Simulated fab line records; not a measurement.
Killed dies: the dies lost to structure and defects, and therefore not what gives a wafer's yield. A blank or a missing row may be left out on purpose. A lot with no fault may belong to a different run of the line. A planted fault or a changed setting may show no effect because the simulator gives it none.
Which of the tools did it? ; flow sky130 ; route of 708 steps, sampled at 1 step: 15 lots, 44 wafers

## WHAT EACH GAUGE READ, for each wafer
SKY_SONOS_ONO_THK_MEAS_03.
lot;measured;on;SONOS_ONO_CVD_02_THK (nm)
L157;day 12 08:27;film_metro-04;10.20 10.28 10.30
L158;day 12 12:39;film_metro-02;10.51 10.57 10.51
L159;day 12 20:47;film_metro-02;10.53 10.48 10.70
L160;day 13 23:55;film_metro-02;10.28 10.27 10.27
L162;day 14 00:58;film_metro-04;10.57 10.59 10.71
L161;day 14 03:50;film_metro-04;10.47 10.63 10.62
L164;day 14 13:54;film_metro-01;10.49 10.38 10.43
L165;day 14 18:19;film_metro-01;10.20 10.24 10.14
L166;day 14 20:33;film_metro-02;10.41 10.45 10.41
L168;day 15 16:23;film_metro-01;10.37 10.42 10.39
L174;day 18 01:00;film_metro-01;10.51 10.51 10.45
L175;day 18 01:04;film_metro-01;10.47 10.55
L177;day 18 23:48;film_metro-02;10.48 10.48 10.51
L178;day 19 04:18;film_metro-02;10.35 10.43 10.34
L179;day 19 10:27;film_metro-01;10.46 10.49 10.25

## EACH LOT AND THE TOOL THAT RAN IT (in order: tool; ch and the chambers of the sampled wafers; start)
Record: no process step prior to these readings.

## AS READ BY THE TOOLS THEMSELVES (means over the sampled wafers that have a number; for cases with no such wafer, the mark the record gives instead)
The record holds no such reading with a usual standard deviation.

## THE ANSWER, worked out from the rows above alone
Rule: what is usual is taken from the lots themselves. Put in order of their means at a reading, lots are off if they are a third of the lots or fewer, leave a main group of 4 or more, and stand apart from it by a gap of 3 or more times the standard deviation of the main group's means; of several such gaps the widest counts. The tables above print the reading to a certain number of digits; a main group whose means all agree to those digits is not used. A lot without any number at a reading at which 4 lots or more have one is off too. All remaining lots with rows at the step are treated as sound. Order of review: gauges by route order, followed by the tools' own readings, for which a lot's mean as printed above is used. At the first step where some lot is off, the reading lying furthest off is the one used; lots without a number count as furthest.
Nothing can be told from this: no lot is off at any reading shown.

## WHAT THE SIMULATOR HAD PUT IN
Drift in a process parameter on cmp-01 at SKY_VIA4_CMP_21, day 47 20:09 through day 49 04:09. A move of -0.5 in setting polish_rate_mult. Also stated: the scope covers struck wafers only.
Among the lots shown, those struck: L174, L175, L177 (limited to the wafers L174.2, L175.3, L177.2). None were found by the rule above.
